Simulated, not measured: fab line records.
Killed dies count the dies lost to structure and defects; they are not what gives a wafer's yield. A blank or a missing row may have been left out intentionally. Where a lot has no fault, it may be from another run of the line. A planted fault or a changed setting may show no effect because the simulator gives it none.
The same fault as seen by 2 desks | flow sky130 | each desk has only its own numbers; what lay behind them comes last

== DESK OF THE TOOL OWNER: implanter-04 ==
For each lot that ran on this tool, the mean over its sampled wafers that have a number, from the tool's own readings at SKY_LDD_P_IMPLANT_09. If a lot's mean is further than 4 standard deviations from the usual mean, the lot is out of limits and carries the mark OUT (the distance appears in the brackets).
Columns: A = end station pressure torr at SKY_LDD_P_IMPLANT_09, usual 5.02e-06 Torr
lot  | first seen here | A
L361 | day 19 15:28    | 5.21e-06
L365 | day 21 12:24    | 4.78e-06
L378 | day 26 06:53    | 5.19e-06
This desk's verdict: no lot among the 3 shows anything out of limits.

== METROLOGY DESK ==
What the gauges read for every lot (on any tool): the sampled wafers with a number, averaged. If a lot's mean is further than 4 standard deviations from the usual mean, the lot is out of limits and carries the mark OUT (the distance appears in the brackets).
Columns: A = LDD_P_TW at SKY_LDD_P_TW_MEAS_11, usual 640
lot  | first seen here | A
L359 | day 19 01:55    | 642
L360 | day 19 06:35    | 633
L361 | day 19 15:43    | 639
L362 | day 19 19:31    | 635
L363 | day 20 12:37    | 644
L364 | day 21 00:37    | 638
L365 | day 21 12:39    | 632
L366 | day 21 19:37    | 640
L367 | day 22 00:49    | 641
L368 | day 22 14:07    | 636
L369 | day 23 01:31    | 646
L372 | day 24 12:27    | 641
L378 | day 26 07:07    | 632
This desk's verdict: no lot among the 13 shows anything out of limits.

== PUT TOGETHER ==
The desk of the tool owner found nothing out of limits.
Metrology desk: nothing out of limits seen.

== WHAT THE SIMULATOR HAD PUT IN ==
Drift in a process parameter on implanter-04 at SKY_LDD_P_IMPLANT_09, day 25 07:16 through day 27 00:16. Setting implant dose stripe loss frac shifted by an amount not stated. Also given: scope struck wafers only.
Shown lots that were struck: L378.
